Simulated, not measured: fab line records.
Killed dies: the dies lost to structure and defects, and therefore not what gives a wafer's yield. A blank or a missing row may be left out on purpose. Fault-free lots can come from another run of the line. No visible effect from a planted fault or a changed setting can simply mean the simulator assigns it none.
Comparing a struck lot with a sound one || flow gf180mcu || 19 steps out of a route of 602
Sound: these wafers, L938.1, L938.4, L938.6. The struck wafers were L944.1, L944.2, L944.3. At the end, the cause is stated.
For every step that has rows: the tool of each side, followed by ch and its chambers, followed by its first start. Under that, the readings that differ: sound wafers || struck wafers || difference of the means || sigmas: that difference in standard deviations of wafers without a fault.
alike: same words and numbers on both sides, and readings whose means sit less than 2 such deviations apart. not compared: any withheld reading, any reading some wafer has no value for, any bound like >300 that may hide the same value, and any number with overlapping values for which the record gives no deviation.
Wherever a step has rows on one side only, a row that says differs or no value, or a row with sigmas, the two part there. When numbers do not overlap yet have no deviation, they are printed without sigmas and do not part them. A reading missing from all wafers of one side parts the sides only when that side holds two or more wafers.

GF_HV_LDD_STRIP_49: strips in O2/N2.
  sound on plasma_asher-02 ch 0, day 15 06:05; struck on plasma_asher-04 ch 0,1, day 17 16:50
{"reading": "drypump_motor_current_A (A)", "sound": "6.21 6.18 6.21", "struck": "5.80 5.50 5.49", "difference": -0.60, "sigmas": -3}
  alike: heater_power_w, oes_product_au, strip_time_to_endpoint_s
  not compared: rf_hours_counter_h
GF_HV_LDD_TW_MEAS_50:
  sound on film_metro-03, day 15 06:11; struck on film_metro-02, day 17 16:57
  alike: HV_LDD_4_TW
then, 1 step without rows for these wafers: GF_HV_LDD_CLEAN_51 (cleans in SC1/SC2, time 150 s).
GF_HV_LDD_RTA_52: time 10 s.
  sound on rtp_anneal-01 ch 0, day 15 06:17; struck on rtp_anneal-01 ch 0, day 17 17:04
  alike: lamp_power_pct, wafer_temp_C_max
GF_HV_LDD_RS_MEAS_53: measures by four-point-probe.
  sound on film_metro-02, day 15 06:22; struck on film_metro-02, day 17 17:08
  alike: HV_LDD_RS
then, 1 step without rows for these wafers: GF_HV_LDD_CVD_54 (deposits SiO2 from TEOS, target thk 10 nm, time 75 s).
GF_HV_LDD_THK_MEAS_55:
  sound on film_metro-04, day 15 08:01; struck on film_metro-03, day 17 18:16
  alike: HV_LDD_CVD_54_THK
then, 1 step without rows for these wafers: GF_HV_LDD_CVD_56 (deposits Si3N4 from DCS/NH3, target thk 90 nm, time 1543 s).
GF_HV_LDD_THK_MEAS_57:
  sound on film_metro-04, day 15 09:30; struck on film_metro-03, day 17 19:45
  alike: HV_LDD_CVD_56_THK
GF_HV_LDD_ETCHBACK_58: etches Si3N4 in CH3F/O2, stops on SiO2, time 100 s, target depth 90 nm.
  sound on rie_diel-03 ch 0,1,2, day 15 09:34; struck on rie_diel-03 ch 1,2,3, day 17 19:49
  alike: drypump_motor_current_A, oes_product_au, throttle_valve_pct
  not compared: rf_hours_counter_h
then, 2 steps without rows for these wafers: GF_NSD_DEHYDRATE_00 (time 60 s); GF_NSD_HMDS_01 (prime time 60 s).
GF_NSD_COAT_02: resist thk 985.6 nm.
  sound on litho_track-03 ch 0, day 15 20:08; struck on litho_track-02 ch 0, day 18 07:49
{"reading": "spin_speed_rpm (rpm)", "sound": "2998.4 2995.4 2999.6", "struck": "3034.5 3033.4 3035.3", "difference": "+36.6", "sigmas": "+15"}
{"reading": "model.NOVOLAK_of_NSD_COAT_02.thk_nm (nm)", "sound": "987 986.6 987", "struck": "982.5 980.4 975.9", "difference": -7.3, "sigmas": ""}
then, 3 steps without rows for these wafers: GF_NSD_SOFTBAKE_03 (time 60 s); GF_NSD_EXPOSE_04 (exposes mask Nplus, target cd 400 nm); GF_NSD_PEB_05.
GF_NSD_DEVELOP_06: develop time 60 s.
  sound on litho_track-03 ch 0, day 16 07:29; struck on litho_track-01 ch 0, day 18 20:20
{"reading": "model.NOVOLAK_of_NSD_COAT_02.thk_nm (nm)", "sound": "986.6 986.2 986.6", "struck": "982.1 980 975.5", "difference": -7.3, "sigmas": ""}
GF_NSD_CD_MEAS_07: target cd 400 nm.
  sound on cd_sem-02, day 16 07:38; struck on cd_sem-02, day 18 20:29
{"reading": "cd_nm (nm)", "sound": "398.8 400.6 397.9", "struck": "402.6 405.0 405.5", "difference": "+5.3", "sigmas": "+3"}
GF_PASSIVATION_PROBE_99:
  sound wafers here have rows in the record (prober-02, day 31 16:04); struck ones have none

WHERE THEY PART
At GF_HV_LDD_STRIP_49 first; at GF_PASSIVATION_PROBE_99 last (within this record only).

WHY: what had been put in by the simulator
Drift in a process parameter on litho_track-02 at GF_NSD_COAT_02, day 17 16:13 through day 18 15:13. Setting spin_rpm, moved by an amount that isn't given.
